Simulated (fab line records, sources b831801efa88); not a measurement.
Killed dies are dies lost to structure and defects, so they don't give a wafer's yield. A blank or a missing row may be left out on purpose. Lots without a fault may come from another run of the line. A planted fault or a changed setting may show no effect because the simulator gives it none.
fab line records | flow sky130
record lots=6 wafers=18 last_day=49
route steps=708 shown VIA3@581 METAL4@598 CAP2M@603 PAD_OPEN@708
lots that met no fault: from a run of the same line without faults
start_h: hours from the record's first day to the start of the lot's first wafer shown | wait_h: hours since the lot's step before | " the same as in the row above | L1.1+2: a row that stands for several wafers | - no value, or no start given | * or withheld: withheld | < > ~ a bound
route shown NAME@n: a module of which the file shows steps, and the number in the route of the first | usual: mean/standard deviation of fault-free wafers | same: alike in all rows | chamber/n: place in a boat | sites: the reading at each site | _std_site: their standard deviation | _edge_site: outer sites' mean less inner sites' | radius_mm: how far each site lies from the wafer's centre | mask NAME#n: copy n | behind: the tool/chamber that last shaped the wafer | hold: why the lot was held/for how many hours/how that ended | device: the transistor (n, p or np) that didn't switch | end of line: the same wafers' tests at the end of the route | a step without rows: its recipe alone | killed: dies lost to structure and defects at the first sort, not the wafer's yield | map: a wafer's dies, x killed, . not, _ none there
set.NAME: the setting as run; set.NAME@STEP: as run at that earlier step | model.NAME: the simulator's own value behind a step, which no gauge read
lots at some steps of the route; a table a step, a row a wafer
services: from which hour (start_h, from the record's first day; less than 0 if before it) a tool's chamber was out of use, for how many hours, and why
## steps
# step SKY_VIA3_SOFTBAKE_08
# recipe temp_c=100 time_s=92.91 resist=KrF-thick
# usual plate_sensor_t_centre_C=100.88/0.011 plate_sensor_t_edge_C=100.95/0.01
# columns lot.wafer tool chamber start_h wait_h plate_sensor_t_centre_C plate_sensor_t_edge_C
L270.1 litho_track-04 0 - - 100.90 100.94
L270.4 " 0 " " 100.89 100.94
L270.6 " 0 " " 100.91 100.96
L273.1 litho_track-02 0 - - 100.89 100.94
L273.5 " 0 " " 100.88 100.95
L273.6 " 0 " " 100.89 100.96
L283.1 litho_track-04 0 - - 100.86 100.95
L283.4 " 0 " " 100.88 100.96
L283.6 " 0 " " 100.89 100.97
L284.4 litho_track-02 0 - - 100.91 100.96
L284.5 " 0 " " 100.87 100.94
L284.6 " 0 " " 100.89 100.96
L285.1 litho_track-04 0 - - 100.89 100.95
L285.2 " 0 " " 100.88 100.96
L285.5 " 0 " " 100.86 100.95
L287.1 litho_track-04 0 - - 100.89 100.96
L287.3 " 0 " " 100.89 100.96
L287.5 " 0 " " 100.89 100.96
# step SKY_VIA3_EXPOSE_09
# recipe mask_id=VIM3 na=0.8 source_shape=annular sigma_inner=0.55 sigma_outer=0.85 target_cd_nm=200 dose_mj=38
# step SKY_VIA3_PEB_10
# recipe peb_temp_c=withheld peb_time_s=withheld resist=KrF-thick
# step SKY_VIA3_DEVELOP_11
# recipe develop_time_s=60 resist=KrF-thick dev_temp_c=21
# step SKY_VIA3_CD_MEAS_12
# recipe target_cd_nm=200
# usual cd_nm=200.0/1.6
# columns lot.wafer tool chamber start_h wait_h cd_nm
L270.1 cd_sem-01 - 958.24 - 199.2
L270.4 " - " " 199.1
L270.6 " - " " 200.0
L273.1 cd_sem-02 - 962.36 - 200.8
L273.5 " - " " 202.3
L273.6 " - " " 201.2
L283.1 cd_sem-02 - 1034.52 - 197.7
L283.4 " - " " 198.4
L283.6 " - " " 198.8
L284.4 cd_sem-02 - 1045.25 - 201.6
L284.5 " - " " 201.5
L284.6 " - " " 202.7
L285.1 cd_sem-01 - 1046.54 - 200.1
L285.2 " - " " 201.0
L285.5 " - " " 201.7
L287.1 cd_sem-02 - 1056.69 - 200.4
L287.3 " - " " 199.0
L287.5 " - " " 201.3
# step SKY_VIA3_OVL_MEAS_13
# usual VIA3_OVL=1/6.4
# columns lot.wafer tool chamber start_h wait_h VIA3_OVL[nm]
L270.1 overlay-01 - 958.36 0.1 -2
L270.4 " - " " -3
L270.6 " - " " -1
L273.1 overlay-01 - 962.48 0.1 5
L273.5 " - " " 5
L273.6 " - " " 0
L283.1 overlay-01 - 1034.64 0.1 11
L283.4 " - " " 2
L283.6 " - " " 4
L284.4 overlay-02 - 1045.33 0.1 4
L284.5 " - " " 7
L284.6 " - " " 8
L285.1 overlay-01 - 1046.66 0.1 6
L285.2 " - " " 14
L285.5 " - " " 4
L287.1 overlay-01 - 1056.81 0.1 2
L287.3 " - " " 5
L287.5 " - " " 3
# step SKY_VIA3_ETCH_14
# recipe chemistry=N2/H2 target=BARC ion_energy_ev=200 source_w=500 bias_w=100 pressure_mtorr=30 n2_flow_sccm=100 h2_flow_sccm=200 stop_on=SiO2 time_s=45.9 target_depth_a=600
# step SKY_VIA3_ETCH_15
# recipe target=SiO2 chemistry=C4F8/O2/Ar target_depth_nm=507 stop_on=TiN mask_material=KrF-thick source_w=1500 bias_w=1200 pressure_mtorr=40 c4f8_flow_sccm=withheld O2_flow_sccm=6 Ar_flow_sccm=300 time_s=78
# step SKY_VIA3_STRIP_16
# recipe chemistry=O2/N2 power_w=1400 pressure_mtorr=1500 platen_temp_c=withheld o2_flow_sccm=3000 n2_flow_sccm=300 overash_fraction=0.5
# step SKY_VIA3_STRIP_17
# recipe chemistry=post_etch_residue_remover time_s=1200 temp_c=72.5
# step SKY_VIA3_CLEAN_18
# recipe chemistry=IPA time_s=180 temp_c=25
# step SKY_VIA3_CLEAN_19
# recipe chemistry=O3/DIW dry=n2_spin
# step SKY_VIA3_SPUTTER_20
# recipe material=TiN target_thk_nm=20 chamber_pressure_pa=5 power_w=4000 time_s=80
# usual throttle_valve_pct=29.5/0.8
# columns lot.wafer tool chamber start_h wait_h throttle_valve_pct
L270.1 pvd_sputter-02 - 959.09 0.0 29.8
L270.4 " - " " 27.0
L270.6 " - " " 26.9
L273.1 pvd_sputter-04 - 963.21 0.0 29.7
L273.5 " - " " 30.3
L273.6 " - " " 30.3
L283.1 pvd_sputter-04 - 1035.37 0.0 30.2
L283.4 " - " " 30.0
L283.6 " - " " 29.8
L284.4 pvd_sputter-04 - 1046.08 0.0 28.7
L284.5 " - " " 29.7
L284.6 " - " " 30.1
L285.1 pvd_sputter-04 - 1047.40 0.0 29.9
L285.2 " - " " 30.5
L285.5 " - " " 29.8
L287.1 pvd_sputter-03 - 1057.54 0.0 30.2
L287.3 " - " " 29.4
L287.5 " - " " 29.0
# step SKY_VIA3_CVD_21
# recipe material=W target_thk_nm=390 time_s=117.31 temp_c=400 pressure_torr=40
# usual heater_power_w=932/110
# columns lot.wafer tool chamber start_h wait_h heater_power_w
L270.1 cvd_w-02 1 959.15 0.0 1065
L270.4 " 1 " " 1074
L270.6 " 1 " " 1064
L273.1 cvd_w-02 0 963.27 0.0 886
L273.5 " 0 " " 882
L273.6 " 1 " " 1074
L283.1 cvd_w-02 1 1035.43 0.0 1089
L283.4 " 1 " " 1072
L283.6 " 1 " " 1093
L284.4 cvd_w-02 1 1046.18 0.1 1118
L284.5 " 0 " " 899
L284.6 " 1 " " 1084
L285.1 cvd_w-02 1 1047.46 0.0 1092
L285.2 " 0 " " 874
L285.5 " 1 " " 1103
L287.1 cvd_w-02 1 1057.61 0.0 1084
L287.3 " 0 " " 911
L287.5 " 0 " " 894
# step SKY_VIA3_RS_MEAS_22
# recipe thk_meas_gauge=four-point-probe reads=W_of_VIA3_CVD_21+TiN_of_VIA3_SPUTTER_20
# usual VIA3_W_RS=0.2936/0.0027
# columns lot.wafer tool chamber start_h wait_h VIA3_W_RS[ohm/sq]
L270.1 film_metro-04 - 959.27 0.1 0.2927
L270.4 " - " " 0.2932
L270.6 " - " " 0.2942
L273.1 film_metro-04 - 963.39 0.1 0.2980
L273.5 " - " " 0.2934
L273.6 " - " " 0.2947
L283.1 film_metro-02 - 1035.55 0.1 0.2938
L283.4 " - " " 0.2962
L283.6 " - " " 0.2884
L284.4 film_metro-02 - 1046.32 0.1 0.2884
L284.5 " - " " 0.2924
L284.6 " - " " 0.2904
L285.1 film_metro-02 - 1047.58 0.1 0.2918
L285.2 " - " " 0.2930
L285.5 " - " " 0.2890
L287.1 film_metro-02 - 1057.73 0.1 0.2938
L287.3 " - " " 0.2978
L287.5 " - " " 0.2965
# step SKY_VIA3_THK_MEAS_23
# recipe thk_meas_gauge=xrf reads=W_of_VIA3_CVD_21
# usual VIA3_W_THK=382/4.6
# columns lot.wafer tool chamber start_h wait_h VIA3_W_THK[nm]
L270.1 film_metro-04 - 959.39 0.1 385
L270.4 " - " " 385
L270.6 " - " " 386
L273.1 film_metro-04 - 963.51 0.1 375
L273.5 " - " " 383
L273.6 " - " " 382
L283.1 film_metro-02 - 1035.67 0.1 385
L283.4 " - " " 380
L283.6 " - " " 390
L284.4 film_metro-02 - 1046.41 0.1 388
L284.5 " - " " 385
L284.6 " - " " 389
L285.1 film_metro-02 - 1047.70 0.1 387
L285.2 " - " " 384
L285.5 " - " " 390
L287.1 film_metro-02 - 1057.85 0.1 380
L287.3 " - " " 376
L287.5 " - " " 375
# step SKY_VIA3_CMP_24
# recipe stop_on=SiO2 t_overpolish_s=20 down_force_psi=3.5 platen_rpm=60 target_thk_nm=0 pad_velocity_m_s=0.94248
# step SKY_METAL4_SPUTTER_00
# recipe material=Ti target_thk_nm=15 power_w=3000 time_s=10 chamber_pressure_pa=0.4
# step SKY_METAL4_SPUTTER_01
# recipe material=TiN target_thk_nm=20 power_w=6500 time_s=16.7 chamber_pressure_pa=0.3945
# usual throttle_valve_pct=29.7/1
# columns lot.wafer tool chamber start_h wait_h throttle_valve_pct
L270.1 pvd_sputter-01 - 959.77 0.0 29.8
L270.4 " - " " 32.1
L270.6 " - " " 32.0
L273.1 pvd_sputter-01 - 963.90 0.0 30.1
L273.5 " - " " 30.0
L273.6 " - " " 32.0
L283.1 pvd_sputter-02 - 1036.31 0.0 29.4
L283.4 " - " " 27.1
L283.6 " - " " 29.7
L284.4 pvd_sputter-02 - 1046.76 0.0 30.0
L284.5 " - " " 29.6
L284.6 " - " " 27.1
L285.1 pvd_sputter-02 - 1048.08 0.0 27.2
L285.2 " - " " 29.2
L285.5 " - " " 29.4
L287.1 pvd_sputter-01 - 1058.23 0.0 30.4
L287.3 " - " " 31.8
L287.5 " - " " 29.5
# step SKY_METAL4_SPUTTER_02
# recipe material=AlCu target_thk_nm=735 power_w=10600 time_s=39.1 chamber_pressure_pa=0.4
# step SKY_METAL4_SPUTTER_03
# recipe material=Ti target_thk_nm=5 power_w=3000 time_s=3.3 chamber_pressure_pa=0.4
# step SKY_METAL4_SPUTTER_04
# recipe material=TiN target_thk_nm=70 power_w=6500 time_s=58.3 chamber_pressure_pa=0.4
# step SKY_CAP2M_CVD_00
# recipe material=SiO2 target_thk_nm=15.5 temp_c=400 time_s=withheld rf_w=450
# step SKY_CAP2M_THK_MEAS_01
# recipe reads=SiO2_of_CAP2M_CVD_00
# usual CAP2M_CVD_00_THK=15.55/0.23
# columns lot.wafer tool chamber start_h wait_h CAP2M_CVD_00_THK[nm]
L270.1 film_metro-02 - 959.93 - 15.49
L270.4 " - " " 15.75
L270.6 " - " " 15.33
L273.1 film_metro-01 - 964.05 - 15.30
L273.5 " - " " 15.50
L273.6 " - " " 15.75
L283.1 film_metro-01 - 1036.47 - 15.16
L283.4 " - " " 15.68
L283.6 " - " " 15.89
L284.4 film_metro-04 - 1046.95 - 15.75
L284.5 " - " " 15.45
L284.6 " - " " 15.49
L285.1 film_metro-04 - 1048.24 - 15.55
L285.2 " - " " 15.46
L285.5 " - " " 15.90
L287.1 film_metro-01 - 1058.38 - 15.41
L287.3 " - " " 15.91
L287.5 " - " " 15.97
# step SKY_CAP2M_SPUTTER_02
# recipe material=TiN target_thk_nm=200 temp_c=300 power_w=6500 time_s=166.7 chamber_pressure_pa=0.4
# usual throttle_valve_pct=30.0/0.95
# columns lot.wafer tool chamber start_h wait_h throttle_valve_pct
L270.1 pvd_sputter-04 - 959.99 0.1 30.1
L270.4 " - " " 28.9
L270.6 " - " " 29.9
L273.1 pvd_sputter-04 - 964.11 0.1 28.7
L273.5 " - " " 30.4
L273.6 " - " " 30.6
L283.1 pvd_sputter-04 - 1036.53 0.1 30.0
L283.4 " - " " 29.1
L283.6 " - " " 30.5
L284.4 pvd_sputter-01 - 1047.03 0.1 30.4
L284.5 " - " " 29.6
L284.6 " - " " 31.9
L285.1 pvd_sputter-01 - 1048.30 0.1 29.7
L285.2 " - " " 32.0
L285.5 " - " " 31.7
L287.1 pvd_sputter-02 - 1058.44 0.1 29.5
L287.3 " - " " 27.1
L287.5 " - " " 29.1
# step SKY_CAP2M_RS_MEAS_03
# recipe thk_meas_gauge=four-point-probe reads=TiN_of_CAP2M_SPUTTER_02
# usual CAP2M_TIN_RS=6.86/0.068
# columns lot.wafer tool chamber start_h wait_h CAP2M_TIN_RS[ohm/sq]
L270.1 film_metro-01 - 960.10 0.1 6.80
L270.4 " - " " 6.76
L270.6 " - " " 6.77
L273.1 film_metro-04 - 964.22 0.1 6.83
L273.5 " - " " 6.89
L273.6 " - " " 6.86
L283.1 film_metro-02 - 1036.64 0.1 6.83
L283.4 " - " " 6.79
L283.6 " - " " 6.81
L284.4 film_metro-04 - 1047.15 0.1 6.89
L284.5 " - " " 6.91
L284.6 " - " " 6.88
L285.1 film_metro-01 - 1048.41 0.1 6.84
L285.2 " - " " 6.79
L285.5 " - " " 6.84
L287.1 film_metro-01 - 1058.55 0.1 7.00
L287.3 " - " " 7.00
L287.5 " - " " 6.94
# step SKY_CAP2M_THK_MEAS_04
# recipe thk_meas_gauge=xrf reads=TiN_of_CAP2M_SPUTTER_02
# usual CAP2M_TIN_THK=203.3/2.6
# columns lot.wafer tool chamber start_h wait_h CAP2M_TIN_THK[nm]
L270.1 film_metro-01 - 960.22 0.1 206.0
L270.4 " - " " 205.9
L270.6 " - " " 205.2
L273.1 film_metro-04 - 964.34 0.1 203.8
L273.5 " - " " 202.0
L273.6 " - " " 203.6
L283.1 film_metro-02 - 1036.76 0.1 206.9
L283.4 " - " " 208.5
L283.6 " - " " 207.8
L284.4 film_metro-04 - 1047.24 0.1 200.4
L284.5 " - " " 199.8
L284.6 " - " " 200.6
L285.1 film_metro-01 - 1048.53 0.1 203.3
L285.2 " - " " 204.4
L285.5 " - " " 203.4
L287.1 film_metro-01 - 1058.67 0.1 199.1
L287.3 " - " " 199.3
L287.5 " - " " 200.1
# step SKY_CAP2M_DEHYDRATE_05
# recipe temp_c=200 time_s=60
# step SKY_CAP2M_HMDS_06
# recipe prime_time_s=60 prime_temp_c=120
# step SKY_CAP2M_COAT_07
# recipe resist=NOVOLAK spin_rpm=3000 resist_thk_nm=1140
# step SKY_CAP2M_SOFTBAKE_08
# recipe temp_c=90 time_s=60 resist=NOVOLAK
# step SKY_CAP2M_EXPOSE_09
# recipe mask_id=CAP2M na=0.6 source_shape=conventional sigma_outer=0.6 polarization=unpolarized target_cd_nm=1000 dose_mj=159
# step SKY_CAP2M_PEB_10
# recipe temp_c=withheld time_s=* resist=NOVOLAK
# step SKY_CAP2M_DEVELOP_11
# recipe resist=NOVOLAK developer=TMAH develop_time_s=62.02 dev_temp_c=23
# step SKY_CAP2M_OVL_MEAS_12
# usual CAP2M_OVL=-0.2/1.7
# columns lot.wafer tool chamber start_h wait_h CAP2M_OVL[nm]
L270.1 overlay-02 - 982.89 0.1 -0.1
L270.4 " - " " -1.6
L270.6 " - " " -0.7
L273.1 overlay-01 - 987.84 0.1 1.0
L273.5 " - " " 0.9
L273.6 " - " " 0.1
L283.1 overlay-01 - 1058.49 0.1 1.5
L283.4 " - " " 1.8
L283.6 " - " " 2.3
L284.4 overlay-01 - 1068.19 0.1 -1.0
L284.5 " - " " -1.1
L284.6 " - " " -1.2
L285.1 overlay-02 - 1069.92 0.1 -2.0
L285.2 " - " " -0.5
L285.5 " - " " -1.0
L287.1 overlay-01 - 1079.84 0.1 -1.7
L287.3 " - " " -1.3
L287.5 " - " " -0.8
# step SKY_CAP2M_METAL_ETCH_13
# recipe target_depth_nm=220 stop_on=SiO2 chemistry=Cl2/BCl3 target=TiN pressure_mtorr=10 icp_w=900 bias_w=48.5 Cl2_flow_sccm=60 bcl3_flow_sccm=30 time_s=62.9
# step SKY_CAP2M_STRIP_14
# recipe chemistry=O2/N2 power_w=1400 pressure_mtorr=1500 platen_temp_c=withheld o2_flow_sccm=3000 n2_flow_sccm=300 overash_fraction=0.5
# usual drypump_motor_current_A=6.0/0.33 oes_product_au=0.710/0.0044 strip_time_to_endpoint_s=12.65/0.045
# columns lot.wafer tool chamber start_h wait_h drypump_motor_current_A oes_product_au rf_hours_counter_h strip_time_to_endpoint_s
L270.1 plasma_asher-03 1 983.00 0.1 5.4 0.713 23 12.63
L270.4 " 0 " " 6.6 0.714 - 12.65
L270.6 " 1 " " 5.4 0.711 - 12.62
L273.1 plasma_asher-02 1 987.95 0.1 5.8 0.710 88 12.60
L273.5 " 1 " " 5.8 0.708 - 12.69
L273.6 " 0 " " 6.3 0.708 - 12.64
L283.1 plasma_asher-01 1 1058.60 0.1 6.0 0.715 60 12.58
L283.4 " 1 " " 6.0 0.716 - 12.60
L283.6 " 0 " " 5.8 0.709 - 12.64
L284.4 plasma_asher-02 0 1068.31 0.1 6.3 0.716 - 12.62
L284.5 " 0 " " 6.3 0.713 - 12.68
L284.6 " 1 " " 5.8 0.709 - 12.66
L285.1 plasma_asher-01 0 1070.03 0.1 5.8 0.705 62 12.68
L285.2 " 1 " " 6.0 0.711 62 12.62
L285.5 " 0 " " 5.8 0.708 - 12.61
L287.1 plasma_asher-02 0 1079.95 0.1 6.3 0.716 97 12.65
L287.3 " 1 " " 5.8 0.710 - 12.64
L287.5 " 1 " " 5.8 0.708 - 12.61
# step SKY_CAP2M_STRIP_15
# recipe chemistry=post_etch_residue_remover time_s=1200 temp_c=72.5
# step SKY_CAP2M_CLEAN_16
# recipe chemistry=IPA time_s=180 temp_c=25
# step SKY_CAP2M_CLEAN_17
# recipe chemistry=O3/DIW dry=n2_spin
# step SKY_METAL4_DEHYDRATE_05
# recipe temp_c=200 time_s=60
# step SKY_METAL4_HMDS_06
# recipe prime_time_s=60 prime_temp_c=120
# step SKY_PAD_OPEN_PROBE_99
# usual defect_limited_yield=82.4/2 killed_at_M0_to_M3=43/6.8 killed_at_M4_up=3.1/1.8 killed_at_contacts=25/5.8 killed_at_front_end=15/4.2 killed_at_other=0.3/0.5 killed_dies=87/9.7 killed_open=47/7.3 killed_short=39/6.6 sort_bin_3_pad_short=0.9/0.37 sort_bin_5_function=10.4/1.4 sort_bin_6_memory=6.3/1.1 sort_n_pass=405/9.7 sort_yield_pct=82.4/2
# same gross_dies=492 killed_at_back_side=0 sort_bin_4_leakage[%]=0 sort_bin_8_speed[%]=0
# columns lot.wafer tool chamber start_h wait_h defect_limited_yield[%] killed_at_M0_to_M3 killed_at_M4_up killed_at_contacts killed_at_front_end killed_at_other killed_dies killed_open killed_short sort_bin_3_pad_short[%] sort_bin_5_function[%] sort_bin_6_memory[%] sort_n_pass sort_yield_pct[%] model.etest.tester.sort_n_pass model.etest.tester.sort_yield_pct model.etest.tester.sort_bin_5_pct model.etest.tester.sort_bin_6_pct model.etest.tester.sort_bin_3_pct
L270.1 prober-02 - 1101.05 0.1 78.7 37 1 39 28 0 105 52 53 1.2 12.6 7.5 387 78.7 387 78.66 12.6 7.52 1.22
L270.4 prober-02 - 1101.20 0.2 84.6 40 5 18 12 1 76 37 39 1.4 9.8 4.3 416 84.6 416 84.55 9.756 4.268 1.423
L270.6 prober-02 - 1101.30 0.2 81.5 44 1 25 21 0 91 51 40 0.8 9.6 8.1 401 81.5 401 81.5 9.553 8.13 0.813
L273.1 prober-01 - 1104.75 0.1 82.7 42 1 32 9 1 85 45 40 1.4 10.0 5.9 407 82.7 407 82.72 9.959 5.894 1.423
L273.5 prober-01 - 1104.95 0.2 83.3 42 2 22 15 1 82 50 32 1.0 9.6 6.1 410 83.3 410 83.33 9.553 6.098 1.016
L273.6 prober-01 - 1105.00 0.2 82.9 50 1 23 9 1 84 44 40 0.4 9.3 7.3 408 82.9 408 82.93 9.35 7.317 0.4065
L283.1 prober-02 - 1163.55 0.1 81.1 47 2 25 19 0 93 60 33 1.0 10.2 7.7 399 81.1 399 81.1 10.16 7.724 1.016
L283.4 prober-02 - 1163.70 0.2 82.5 45 3 23 15 0 86 43 43 0.6 10.4 6.5 406 82.5 406 82.52 10.37 6.504 0.6098
L283.6 prober-02 - 1163.80 0.2 82.7 44 1 12 28 0 85 50 35 1.0 10.0 6.3 407 82.7 407 82.72 9.959 6.301 1.016
L284.4 prober-01 - 1173.89 0.2 76.2 82 1 16 17 1 117 39 31 1.2 15.2 7.3 375 76.2 375 76.22 15.24 7.317 1.22
L284.5 prober-01 - 1173.94 0.2 76.8 75 4 20 15 0 114 38 32 1.6 15.9 5.7 378 76.8 378 76.83 15.85 5.691 1.626
L284.6 prober-01 - 1173.99 0.2 79.5 69 4 18 10 0 101 34 23 1.8 13.0 5.7 391 79.5 391 79.47 13.01 5.691 1.829
L285.1 prober-02 - 1175.49 0.1 76.2 79 3 23 12 0 117 48 28 1.8 15.4 6.5 375 76.2 375 76.22 15.45 6.504 1.829
L285.2 prober-02 - 1175.54 0.1 75.8 74 4 26 15 0 119 48 29 1.6 16.1 6.5 373 75.8 373 75.81 16.06 6.504 1.626
L285.5 prober-02 - 1175.69 0.2 74.4 80 4 28 14 0 126 33 49 1.8 16.5 7.3 366 74.4 366 74.39 16.46 7.317 1.829
L287.1 prober-02 - 1181.86 0.1 85.2 41 1 21 9 1 73 39 34 0.6 9.3 4.9 419 85.2 419 85.16 9.35 4.878 0.6098
L287.3 prober-02 - 1181.96 0.2 81.1 47 2 33 10 1 93 49 44 1.2 10.0 7.7 399 81.1 399 81.1 9.959 7.724 1.22
L287.5 prober-02 - 1182.06 0.2 85.0 28 3 25 18 0 74 37 37 0.8 9.1 5.1 418 85.0 418 84.96 9.146 5.081 0.813
# killed by level:class
L270.1 CONTACT:geometric_particle:open=13 LOCAL_INTERCONNECT:geometric_particle:short=8 CONTACT:geometric_particle:short=8 LI_CONTACT:geometric_particle:open=7 FIELD_ISO:geometric_particle:short=6 POLY_GATE:geometric_particle:open=6 METAL1:geometric_particle:short=6 METAL2:geometric_particle:short=5
L270.4 VIA3:geometric_particle:open=12 LI_CONTACT:geometric_particle:open=5 LOCAL_INTERCONNECT:geometric_particle:short=5 VIA3:geometric_particle:short=5 VIA2:geometric_particle:open=5 METAL4:geometric_particle:short=5 POLY_GATE:geometric_particle:open=4 METAL3:geometric_particle:short=4
L270.6 CONTACT:geometric_particle:open=14 VIA1:geometric_particle:open=8 VIA3:geometric_particle:open=8 FIELD_ISO:geometric_particle:open=7 METAL2:geometric_particle:short=6 POLY_GATE:geometric_particle:short=4 METAL1:geometric_particle:short=4 CONTACT:geometric_particle:short=4
L273.1 LI_CONTACT:geometric_particle:open=11 VIA1:geometric_particle:open=9 METAL2:geometric_particle:short=7 LOCAL_INTERCONNECT:geometric_particle:short=6 CONTACT:geometric_particle:open=5 VIA3:geometric_particle:open=5 VIA1:geometric_particle:short=5 LI_CONTACT:geometric_particle:short=4
L273.5 VIA1:geometric_particle:open=11 LI_CONTACT:geometric_particle:open=9 CONTACT:geometric_particle:open=6 VIA3:geometric_particle:open=6 FIELD_ISO:geometric_particle:short=5 VIA2:geometric_particle:open=5 POLY_GATE:geometric_particle:open=4 CONTACT:geometric_particle:short=4
L273.6 VIA2:geometric_particle:open=13 CONTACT:geometric_particle:open=8 VIA1:geometric_particle:short=7 VIA3:geometric_particle:open=7 VIA1:geometric_particle:open=6 LI_CONTACT:geometric_particle:open=5 LI_CONTACT:geometric_particle:short=5 METAL3:geometric_particle:short=4
L283.1 VIA1:geometric_particle:open=12 VIA2:geometric_particle:open=11 VIA3:geometric_particle:open=10 LI_CONTACT:geometric_particle:open=9 CONTACT:geometric_particle:open=8 LOCAL_INTERCONNECT:geometric_particle:short=7 FIELD_ISO:geometric_particle:short=6 POLY_GATE:geometric_particle:short=5
L283.4 VIA1:geometric_particle:short=8 VIA1:geometric_particle:open=7 VIA3:geometric_particle:open=7 POLY_GATE:geometric_particle:short=6 LI_CONTACT:geometric_particle:open=6 LOCAL_INTERCONNECT:geometric_particle:short=5 CONTACT:geometric_particle:open=5 CONTACT:geometric_particle:short=5
L283.6 FIELD_ISO:geometric_particle:short=8 VIA1:geometric_particle:open=8 VIA2:geometric_particle:open=8 VIA3:geometric_particle:open=8 FIELD_ISO:geometric_particle:open=7 POLY_GATE:geometric_particle:short=6 POLY_GATE:geometric_particle:open=5 METAL2:geometric_particle:short=5
L284.4 VIA3:unspecified=47 METAL2:geometric_particle:short=7 VIA2:geometric_particle:open=6 VIA1:geometric_particle:open=5 VIA1:geometric_particle:short=5 FIELD_ISO:geometric_particle:open=4 FIELD_ISO:geometric_particle:short=4 LI_CONTACT:geometric_particle:open=4
L284.5 VIA3:unspecified=44 LI_CONTACT:geometric_particle:open=7 VIA1:geometric_particle:open=6 VIA3:geometric_particle:open=6 FIELD_ISO:geometric_particle:short=5 CONTACT:geometric_particle:open=5 METAL3:geometric_particle:short=5 FIELD_ISO:geometric_particle:open=3
L284.6 VIA3:unspecified=44 VIA2:geometric_particle:open=9 CONTACT:geometric_particle:open=7 FIELD_ISO:geometric_particle:open=5 METAL4:geometric_particle:short=4 LI_CONTACT:geometric_particle:open=3 LOCAL_INTERCONNECT:geometric_particle:short=3 VIA1:geometric_particle:open=3
L285.1 VIA3:unspecified=41 VIA1:geometric_particle:open=11 VIA3:geometric_particle:open=8 CONTACT:geometric_particle:open=8 LI_CONTACT:geometric_particle:open=5 CONTACT:geometric_particle:short=5 METAL1:geometric_particle:short=4 VIA1:geometric_particle:short=4
L285.2 VIA3:unspecified=42 LI_CONTACT:geometric_particle:open=13 VIA1:geometric_particle:open=8 CONTACT:geometric_particle:short=7 CONTACT:geometric_particle:open=6 VIA1:geometric_particle:short=6 VIA3:geometric_particle:open=5 FIELD_ISO:geometric_particle:open=4
L285.5 VIA3:unspecified=44 VIA1:geometric_particle:open=7 LI_CONTACT:geometric_particle:open=7 VIA1:geometric_particle:short=7 CONTACT:geometric_particle:short=6 POLY_GATE:geometric_particle:open=5 LI_CONTACT:geometric_particle:short=5 CONTACT:geometric_particle:open=5
L287.1 CONTACT:geometric_particle:open=9 METAL1:geometric_particle:short=6 VIA1:geometric_particle:open=6 VIA2:geometric_particle:open=6 CONTACT:geometric_particle:short=4 VIA1:geometric_particle:short=4 METAL2:geometric_particle:short=4 VIA3:geometric_particle:short=4
L287.3 CONTACT:geometric_particle:open=13 VIA1:geometric_particle:open=11 LI_CONTACT:geometric_particle:open=7 METAL2:geometric_particle:short=6 CONTACT:geometric_particle:short=6 VIA2:geometric_particle:open=6 VIA1:geometric_particle:short=6 LI_CONTACT:geometric_particle:short=5
L287.5 CONTACT:geometric_particle:open=7 LI_CONTACT:geometric_particle:short=5 METAL1:geometric_particle:short=5 VIA2:geometric_particle:open=5 FIELD_ISO:geometric_particle:short=4 POLY_GATE:geometric_particle:open=4 LOCAL_INTERCONNECT:geometric_particle:short=4 LOCAL_INTERCONNECT:geometric_particle:open=4
# map L284.4 (x killed, . not)
__________xxx......._________
________.xx.xx......x._______
______xxxxxxxxx..xx.xx.._____
_____.xxxxxxxxx..........____
____x.x.xxxxxxxx.....x....___
___.x..xxxxxxxx.........x..__
__...xx..x.xxxx.x....x......_
_.........xx.x..............x
_................x...........
_.x...................x......
_..x...........x.....x.....x.
_..x....x.x..............x.xx
_.x....x........x...x........
_.......x.x....x.......x.....
_......x...................x.
__..x.xxx.....xx.x.........._
___......x.....x..x..x.....__
____.xx..x..x..x.x.x.x....___
_____........xx..........____
______...x.x.x..x.....x._____
________........xxx..._______
__________.....x...._________
# map L285.5 (x killed, . not)
__________..x......._________
________x.x..........x_______
______...x.....x..xx...x_____
_____......xx....x..x....____
____x.........xx.....x....___
___x..x....x...............__
__.............x......x...x._
_..........x...x.....xxxx..x.
_..............x....x....x.x.
_....x......x....x.xxxx....xx
_.x.....x.xx..x.x..x..xxx.x.x
_...............x..xxxxxxx..x
_x...............xxxxxxxxx...
_........x.......xxxxxxxxxx..
_.........xxx.....xxxxxxxxx..
__....x......xx.x..xxxxxx..._
___..........x.xx...x.xxxx.__
____.xx.......x.....x..x..___
_____x...................____
______.........x.x.x...._____
________.x............_______
__________....x....._________
## services
# columns tool chamber start_h hours kind
pvd_sputter-04 - 944.69 2.5 repair
plasma_asher-02 - 963.80 3.3 repair
pvd_sputter-04 0 979.92 - consumable_replace:kit
pvd_sputter-04 0 979.92 18.0 scheduled_down
pvd_sputter-04 0 979.92 18.0 vent_cycle
pvd_sputter-02 2 981.69 - consumable_replace:kit
pvd_sputter-02 2 981.69 18.0 scheduled_down
pvd_sputter-02 2 981.69 18.0 vent_cycle
pvd_sputter-03 - 1014.78 18.9 repair
plasma_asher-03 - 1027.53 0.9 repair
pvd_sputter-01 1 1037.62 - consumable_replace:kit
pvd_sputter-01 1 1037.62 18.0 scheduled_down
pvd_sputter-01 1 1037.62 18.0 vent_cycle
pvd_sputter-03 2 1039.33 - consumable_replace:kit
pvd_sputter-03 2 1039.33 18.0 scheduled_down
pvd_sputter-03 2 1039.33 18.0 vent_cycle
plasma_asher-01 - 1041.49 2.1 repair
plasma_asher-03 - 1043.18 2.8 pm
pvd_sputter-04 - 1050.04 23.7 repair
pvd_sputter-01 - 1059.79 2.6 repair
plasma_asher-01 - 1074.75 2.6 repair
## key
first_sign step=SKY_PAD_OPEN_PROBE_99 reading=killed_at_M0_to_M3 direction=up sigmas=4.9 usual=43 struck=76
effect step=SKY_PAD_OPEN_PROBE_99 reading=sort_bin_5_function direction=up sigmas=3.4 usual=10.4 struck=15.3
model_effect step=SKY_PAD_OPEN_PROBE_99 value=etest.tester.sort_n_pass without=415.8 struck=376.3
met_at SKY_VIA3_SPUTTER_20
struck_wafers L284.4,L284.5,L284.6,L285.1,L285.2,L285.5
onset_between 1035.37 1046.08
also_fits SKY_METAL4_SPUTTER_01:pvd_sputter-02,SKY_CAP2M_SPUTTER_02:pvd_sputter-01
fault kind=chamber_particle_source tool=pvd_sputter-04 chamber=- onset_h=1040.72 steps=SKY_VIA3_SPUTTER_20 rate_per_visit_cm2=0.4287 end_h=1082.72
